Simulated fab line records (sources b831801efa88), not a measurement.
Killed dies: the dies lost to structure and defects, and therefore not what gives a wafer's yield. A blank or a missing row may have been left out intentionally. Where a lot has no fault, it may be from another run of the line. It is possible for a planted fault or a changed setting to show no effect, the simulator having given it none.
Which tool is to blame? ; flow gf180mcu ; 33 wafers from 11 lots sampled at 6 of the route's 602 steps

## WHAT THE GAUGES READ, wafer by wafer
GF_VT_IMPLANT_RS_MEAS_48: a four-point-probe measurement. Usual: LVPWELL_RS gives 1197 ohm/sq (standard deviation 3.2).
lot;measured;on;LVPWELL_RS (ohm/sq);flag
L339;day 7 17:47;film_metro-03;1196 1200 1199;
L340;day 8 00:30;film_metro-04;1198 1199 1199;
L342;day 8 15:09;film_metro-02;1191 1194 1194;
L345;day 9 14:54;film_metro-02;1158 1160 1158 1161 1163 1159;OFF
L346;day 9 18:17;film_metro-04;1160 1158 1157 1161 1157 1155;OFF
L352;day 11 15:27;film_metro-03;1196 1196 1201;
L356;day 12 23:31;film_metro-03;1199 1199 1196;
L357;day 13 04:34;film_metro-02;1196 1193 1190;
L359;day 13 14:09;film_metro-03;1199 1199 1198;
L361;day 13 22:46;film_metro-04;1201 1198 1199;
L360;day 14 02:08;film_metro-04;1196 1198 1201;

GF_VT_IMPLANT_RS_MEAS_49: a four-point-probe measurement. Usual: MVPSD_RS gives 1169 ohm/sq (standard deviation 3.5).
lot;measured;on;MVPSD_RS (ohm/sq);flag
L339;day 7 17:55;film_metro-03;1175 1171 1173;
L340;day 8 00:37;film_metro-04;1171 1170 1168;
L342;day 8 15:16;film_metro-02;1160 1163 1163;
L345;day 9 16:53;film_metro-02;1170 1166 1168;
L346;day 9 20:25;film_metro-04;1169 1173 1173;
L352;day 11 15:34;film_metro-03;1164 1170 1165;
L356;day 12 23:38;film_metro-03;1168 1166 1168;
L357;day 13 04:41;film_metro-02;1167 1169 1165;
L359;day 13 14:16;film_metro-03;1169 1165 1167;
L361;day 13 22:53;film_metro-04;1169 1170 1169;
L360;day 14 02:16;film_metro-04;1172 1176 1174;

GF_V1_THK_MEAS_25: measures by xrf. Usual: V1_W_THK gives 346 nm (standard deviation 4.7).
lot;measured;on;V1_W_THK (nm);flag
L339;day 18 04:44;film_metro-04;346 353 353;
L340;day 18 18:03;film_metro-01;342 343 342;
L342;day 19 09:16;film_metro-01;342 349 342;
L345;day 21 03:01;film_metro-01;347 349 345;
L346;day 21 09:19;film_metro-01;338 352 345;
L352;day 23 18:17;film_metro-04;349 349 351;
L356;day 24 21:48;film_metro-04;338 340 343;
L357;day 25 05:44;film_metro-01;347 351 346;
L359;day 25 16:11;film_metro-02;345 346 347;
L361;day 26 01:58;film_metro-04;346 340 341;
L360;day 26 05:35;film_metro-02;343 347 347;

## EACH LOT AND THE TOOL THAT RAN IT (in order: tool; ch and the chambers of the sampled wafers; start)
lot;GF_LVPWELL_IMPLANT_09;GF_LVPWELL_STRIP_10;GF_M1_SPUTTER_03
L339;implanter-03 ch 0, day 4 02:55;plasma_asher-02 ch 0,1, day 4 03:02;pvd_sputter-03, day 16 05:09
L340;implanter-02 ch 0, day 4 07:05;plasma_asher-04 ch 0,1, day 4 07:14;pvd_sputter-03, day 16 17:42
L342;implanter-02 ch 0, day 4 20:52;plasma_asher-01 ch 0,1, day 4 20:59;pvd_sputter-01, day 17 08:36
L345;implanter-02 ch 0, day 5 14:26;plasma_asher-01 ch 0,1, day 5 14:35;pvd_sputter-01, day 18 23:49
L346;implanter-02 ch 0, day 5 17:20;plasma_asher-04 ch 0,1, day 5 17:29;pvd_sputter-03, day 19 06:03
L352;implanter-04 ch 0, day 7 07:12;plasma_asher-04 ch 0,1, day 7 07:21;pvd_sputter-01, day 21 18:08
L356;implanter-04 ch 0, day 8 09:28;plasma_asher-02 ch 0,1, day 8 09:35;pvd_sputter-03, day 22 22:37
L357;implanter-04 ch 0, day 8 13:23;plasma_asher-02 ch 0,1, day 8 13:31;pvd_sputter-03, day 23 06:44
L359;implanter-02 ch 0, day 8 21:42;plasma_asher-02 ch 0,1, day 8 21:50;pvd_sputter-01, day 23 17:39
L361;implanter-02 ch 0, day 9 05:33;plasma_asher-02 ch 0,1, day 9 05:41;pvd_sputter-04, day 24 03:48
L360;implanter-04 ch 0, day 9 07:53;plasma_asher-01 ch 0,1, day 9 08:01;pvd_sputter-04, day 24 07:45
- GF_LVPWELL_IMPLANT_09
- GF_LVPWELL_STRIP_10: strips in O2/N2.
- GF_M1_SPUTTER_03: material Ti, target thk 10 nm, time 6.7 s.

## AS READ BY THE TOOLS THEMSELVES (means over the sampled wafers that have a number; for cases with no such wafer, the mark the record gives instead)
GF_LVPWELL_IMPLANT_09. Usual: dose_ions_cm2 5e+12, standard deviation 4.6e+09; faraday_current_uA 28.2, standard deviation 0.61.
lot;tool;dose_ions_cm2;faraday_current_uA;flag
L339;implanter-03;5e+12;28.3;
L340;implanter-02;5e+12;28.6;
L342;implanter-02;5e+12;28.1;
L345;implanter-02;6e+12;33.8;OFF
L346;implanter-02;6e+12;33.5;OFF
L352;implanter-04;5e+12;27.9;
L356;implanter-04;5e+12;28.1;
L357;implanter-04;5e+12;27.9;
L359;implanter-02;5e+12;28.3;
L361;implanter-02;5e+12;28.3;
L360;implanter-04;5e+12;27.5;

GF_LVPWELL_STRIP_10. Usual: drypump_motor_current_A 6.07 A, standard deviation 0.25; heater_power_w 357 W, standard deviation 26; oes_product_au 0.723 a.u., standard deviation 0.0047; strip_time_to_endpoint_s 36.98 s, standard deviation 0.11.
lot;tool;drypump_motor_current_A (A);heater_power_w (W);oes_product_au (a.u.);strip_time_to_endpoint_s (s);flag
L339;plasma_asher-02;6.22;355;0.724;36.84;
L340;plasma_asher-04;5.95;326;0.722;37.02;
L342;plasma_asher-01;5.83;355;0.725;37.03;
L345;plasma_asher-01;5.89;343;0.719;36.94;
L346;plasma_asher-04;5.74;315;0.727;37.03;
L352;plasma_asher-04;5.91;329;0.723;36.89;
L356;plasma_asher-02;6.19;368;0.728;37.18;
L357;plasma_asher-02;6.24;376;0.721;36.90;
L359;plasma_asher-02;6.26;375;0.720;37.06;
L361;plasma_asher-02;6.27;375;0.728;37.01;
L360;plasma_asher-01;5.89;340;0.722;36.79;

GF_M1_SPUTTER_03. Usual: substrate_temp_c 300.01 C, standard deviation 0.19; throttle_valve_pct 30.0 %, standard deviation 1.
lot;tool;substrate_temp_c (C);throttle_valve_pct (%);flag
L339;pvd_sputter-03;300.04;29.4;
L340;pvd_sputter-03;300.02;29.6;
L342;pvd_sputter-01;299.86;30.3;
L345;pvd_sputter-01;300.08;30.0;
L346;pvd_sputter-03;300.23;29.7;
L352;pvd_sputter-01;299.89;30.4;
L356;pvd_sputter-03;300.04;29.2;
L357;pvd_sputter-03;300.22;29.2;
L359;pvd_sputter-01;299.98;29.7;
L361;pvd_sputter-04;299.91;30.5;
L360;pvd_sputter-04;300.03;30.7;

## THE ANSWER, worked out from the rows above alone
Rule: a lot counts as off when the mean over its wafers that have a number is more than 3 standard deviations away from the usual mean. A lot without any number at a reading at which 4 lots or more have one is off too. Where the step has rows for the other lots, those lots are counted as sound. After the gauges, taken in route order, come the tools' own readings; for these a lot's mean is taken, as printed above. The first step at which some lot is off is used, and at that step the reading that is off furthest; a lot without a number counts as furthest.
Off: L345, L346, seen at GF_VT_IMPLANT_RS_MEAS_48 (LVPWELL_RS).
A tool fits if, at a process step before that reading, it ran every lot that is off, and no sound lot after the first of them. The gauges at GF_VT_IMPLANT_RS_MEAS_48 aren't tried: what is off there is off at GF_LVPWELL_IMPLANT_09 too, on other tools, and a gauge's error can't cause that. Of those tried, none fits.

## WHAT WAS PUT IN BY THE SIMULATOR
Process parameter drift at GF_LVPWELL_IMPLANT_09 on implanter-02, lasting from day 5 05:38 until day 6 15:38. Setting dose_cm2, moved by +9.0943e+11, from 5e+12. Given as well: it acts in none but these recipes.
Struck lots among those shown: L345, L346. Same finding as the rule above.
